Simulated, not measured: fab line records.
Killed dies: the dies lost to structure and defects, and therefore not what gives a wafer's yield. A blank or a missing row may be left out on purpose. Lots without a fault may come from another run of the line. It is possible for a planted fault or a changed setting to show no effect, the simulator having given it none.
2 desks looking at one fault ; flow sky130 ; every desk sees just its own numbers, and what lay behind them comes last

AT THE TOOL OWNER'S DESK: pvd_sputter-03
The tool's own readings at SKY_METAL5_SPUTTER_01 (material TiN, target thk 20 nm, time 16.7 s): means of the sampled wafers that have a number, for each lot that ran on this tool. If a lot's mean is further than 4 standard deviations from the usual mean, the lot is out of limits and carries the mark OUT (the distance appears in the brackets).
Columns: A = throttle_valve_pct at SKY_METAL5_SPUTTER_01, usual 30.3 %
lot;first seen here;A
L551;day 43 10:22;30.1
L558;day 44 17:00;30.3
Finding of this desk: none of the 2 lots has anything out of limits.

FROM THE METROLOGY DESK
Means of the sampled wafers that have a number, per lot and without regard to the tool the lot ran on: this is what the gauges read. If a lot's mean is further than 4 standard deviations from the usual mean, the lot is out of limits and carries the mark OUT (the distance appears in the brackets).
Columns: A = VIA4_OVL at SKY_VIA4_OVL_MEAS_11, usual 0.1 nm; B = VIA4_W_RS at SKY_VIA4_RS_MEAS_19, usual 0.2256 ohm/sq; C = VIA4_W_THK at SKY_VIA4_THK_MEAS_20, usual 514 nm
lot;first seen here;A;B;C
L551;day 43 08:58;-0.1;0.2262;506
L558;day 44 15:33;0.7;0.2272;517
L566;day 47 21:38;0.7;0.2234;512
L569;day 47 23:58;-0.2;0.2223;520
L573;day 48 05:30;0.6;0.2257;515
Finding of this desk: none of the 5 lots has anything out of limits.

PUT TOGETHER
Nothing out of limits was seen by the tool owner's desk.
Nothing out of limits was seen by the metrology desk.

WHAT THE SIMULATOR HAD PUT IN
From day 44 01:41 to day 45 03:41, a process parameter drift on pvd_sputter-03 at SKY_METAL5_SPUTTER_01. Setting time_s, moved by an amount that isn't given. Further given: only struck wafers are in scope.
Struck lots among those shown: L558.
